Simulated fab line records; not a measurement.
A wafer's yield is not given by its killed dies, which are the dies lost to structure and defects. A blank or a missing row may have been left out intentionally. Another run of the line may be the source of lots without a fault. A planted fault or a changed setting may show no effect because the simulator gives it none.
Problem report in the 8D (eight disciplines) form, filled by code    flow sky130    the parts of the form that need people (team, actions taken, sign-off) are left out

## 1. THE PROBLEM
Mean VT_ADJUST_LVTN_2_TW at SKY_VT_ADJUST_LVTN_TW_MEAS_21: 30.3 over 6 wafers in 2 lots; fault-free wafers: 189.3, standard deviation 1.5. So: -99 or more standard deviations from the usual mean.
First observed at day 10 07:05: wafer L729.1, on film metro-04. At this step, 42 wafers from 14 lots have a number in the record. By rule, "out" or "out of limits" means more than 4 standard deviations away from the usual mean. The other wafers with a number count as sound.

## 2. WHAT IT IS AND WHAT IT IS NOT
question                     is                            is not
which readings at this step  VT_ADJUST_LVTN_2_TW           -
which lots                   L729, L730                    L721, L723, L724, L725, L726, L727, L728, L731, L737, L739, L741, L743
which wafers of those lots   all that have a number        -
read on which gauges         film metro-02, film metro-04  film metro-03
when                         from day 10 07:05             up to then (21 sound wafers); but 15 sound wafers of L731, L737, L739, L741, L743 came after

## 3. SUSPECTS, AND WHAT RULES EACH OUT
Counting: a tool stays on the suspect list if, at a process step up to the reading, it processed all lots that are out and no sound lot following the first of them.
- the gauge at SKY_VT_ADJUST_LVTN_TW_MEAS_21 is ruled out. 2 gauges (film metro-02, film metro-04) read the wafers that are out.
- implanter-01 at SKY_VT_ADJUST_LVTN_IMPLANT_19: ruled out as a lasting fault. The sound lots L731, L737, L739, L743 went through it after L729, its earliest lot that is out (day 10 06:50).
Left after counting: nothing in the record.

## 4. THE CAUSE (what the simulator had put in)
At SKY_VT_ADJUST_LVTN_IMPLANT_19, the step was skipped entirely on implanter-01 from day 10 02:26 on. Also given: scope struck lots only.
Counting ruled it out, wrongly: the rule takes a fault to strike every lot that its tool runs from its start on, and this one did not.

## 5. SEQUENCE OF EFFECTS, ordered by route
One row per reading whose mean, taken over the struck wafers that have a number, lies over 3 standard deviations from the usual. Only readings for which the record gives a usual standard deviation are gone through. hours: the time from each lot's start at the first step in this table that gives one to its start at this step, as a median over the lots. sigmas: the change in usual standard deviations.
hours  step                           reading              usual  on struck wafers  change  sigmas
0      SKY_VT_ADJUST_LVTN_TW_MEAS_21  VT_ADJUST_LVTN_2_TW  189.3  30.3              -159.0  -99 or more
Readings that are blank on the struck wafers while sound wafers have them: beam energy keV at SKY_VT_ADJUST_LVTN_IMPLANT_19; beam on s at SKY_VT_ADJUST_LVTN_IMPLANT_19; dose ions cm2 at SKY_VT_ADJUST_LVTN_IMPLANT_19.

## 6. WHAT WOULD HAVE CAUGHT IT SOONER
In this record the first reading out of limits at a measuring or inspecting step was taken at day 10 07:05, 5 hours after the fault began at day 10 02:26.
At SKY_VT_ADJUST_LVTN_IMPLANT_19 the tool's readings are blank on the struck wafers, where sound wafers have them: an empty tool record is the first sign, and it was there at once.
